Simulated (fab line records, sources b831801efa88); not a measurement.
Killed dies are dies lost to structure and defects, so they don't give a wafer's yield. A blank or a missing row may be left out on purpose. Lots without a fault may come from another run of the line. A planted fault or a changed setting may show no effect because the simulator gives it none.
Which tool did it? | flow gf180mcu | 12 lots, 36 wafers sampled, at 2 steps of a route of 602

WHAT THE GAUGES READ, wafer by wafer
GF_V5_THK_MEAS_03. Usual: V5_CVD_02_THK 1453 nm, standard deviation 20.
lot  | measured     | on            | V5_CVD_02_THK (nm) | flag
L425 | day 26 16:32 | film_metro-02 | 1436 1445 1490     |
L426 | day 27 04:03 | film_metro-03 | 1458 1443 1458     |
L427 | day 27 13:31 | film_metro-01 | 1444 1424 1467     |
L429 | day 28 06:59 | film_metro-02 | 1432 1477 1477     |
L430 | day 28 12:47 | film_metro-01 | 1431 1442 1452     |
L432 | day 28 23:59 | film_metro-03 | 1439 1422 1467     |
L433 | day 29 07:27 | film_metro-01 | 1416 1448 1458     |
L438 | day 30 15:28 | film_metro-01 | 1442 1436 1452     |
L439 | day 30 23:02 | film_metro-01 | 1421 1465 1454     |
L440 | day 31 04:42 | film_metro-03 | 1452 1466 1423     |
L445 | day 32 09:35 | film_metro-03 | 1420 1412 1438     |
L447 | day 32 19:17 | film_metro-02 | 1458 1471 1478     |

WHICH TOOL RAN EACH LOT (tool, then ch and the chambers of the sampled wafers, then the start)
lot  | GF_V4_ETCH_16
L425 | rie_diel-04 ch 1,2,3, day 24 18:58
L426 | rie_diel-04 ch 0,1,3, day 25 06:50
L427 | rie_diel-04 ch 1,3, day 25 16:01
L429 | rie_diel-04 ch 0,2,3, day 26 11:00
L430 | rie_diel-04 ch 0,2, day 26 18:26
L432 | rie_diel-04 ch 0,1,3, day 27 05:34
L433 | rie_diel-03 ch 1,2,3, day 27 14:10
L438 | rie_diel-02 ch 0,1, day 28 22:46
L439 | rie_diel-02 ch 1,3, day 29 06:56
L440 | rie_diel-02 ch 0,1,3, day 29 12:48
L445 | rie_diel-04 ch 0,1, day 30 19:34
L447 | rie_diel-04 ch 2,3, day 31 06:41
- GF_V4_ETCH_16: etches BARC in N2/H2.

WHAT THE TOOLS THEMSELVES READ (means of the sampled wafers that have a number; where no wafer has one, the mark that the record gives instead)
GF_V4_ETCH_16. Usual: drypump_motor_current_A 5.9 A, standard deviation 0.39; oes_product_au 0.854 a.u., standard deviation 0.0046; rf_fwd_power_W 495.5 W, standard deviation 1.6; throttle_valve_pct 13.224 %, standard deviation 0.0089.
lot  | tool        | drypump_motor_current_A (A) | oes_product_au (a.u.) | rf_fwd_power_W (W) | throttle_valve_pct (%) | flag
L425 | rie_diel-04 | 5.8                         | 0.850                 | 496.1              | 13.226                 |
L426 | rie_diel-04 | 5.6                         | 0.851                 | 495.2              | 13.224                 |
L427 | rie_diel-04 | 5.8                         | 0.854                 | 494.0              | 13.213                 |
L429 | rie_diel-04 | 5.7                         | 0.858                 | 494.3              | 13.214                 |
L430 | rie_diel-04 | 5.7                         | 0.852                 | 495.8              | 13.228                 |
L432 | rie_diel-04 | 5.7                         | 0.853                 | 495.1              | 13.221                 |
L433 | rie_diel-03 | 5.7                         | 0.854                 | 494.2              | 13.228                 |
L438 | rie_diel-02 | 6.0                         | 0.861                 | 493.7              | 13.224                 |
L439 | rie_diel-02 | 6.5                         | 0.854                 | 495.3              | 13.222                 |
L440 | rie_diel-02 | 6.3                         | 0.854                 | 496.6              | 13.212                 |
L445 | rie_diel-04 | 5.6                         | 0.855                 | 495.6              | 13.220                 |
L447 | rie_diel-04 | 5.7                         | 0.852                 | 495.3              | 13.229                 |

THE ANSWER, worked out from the rows above alone
Rule: a lot is off if the mean of its wafers that have a number lies more than 3 standard deviations from the usual mean. A lot without any number at a reading at which 4 lots or more have one is off too. The other lots that the step has rows for count as sound. The gauges are gone through in route order, then the tools' own readings, and for those a lot's mean is taken as printed above. The first step at which some lot is off is used, and at that step the reading that is off furthest; a lot without a number counts as furthest.
No lot is off at any reading shown: from this, nothing can be told.

WHAT THE SIMULATOR HAD PUT IN
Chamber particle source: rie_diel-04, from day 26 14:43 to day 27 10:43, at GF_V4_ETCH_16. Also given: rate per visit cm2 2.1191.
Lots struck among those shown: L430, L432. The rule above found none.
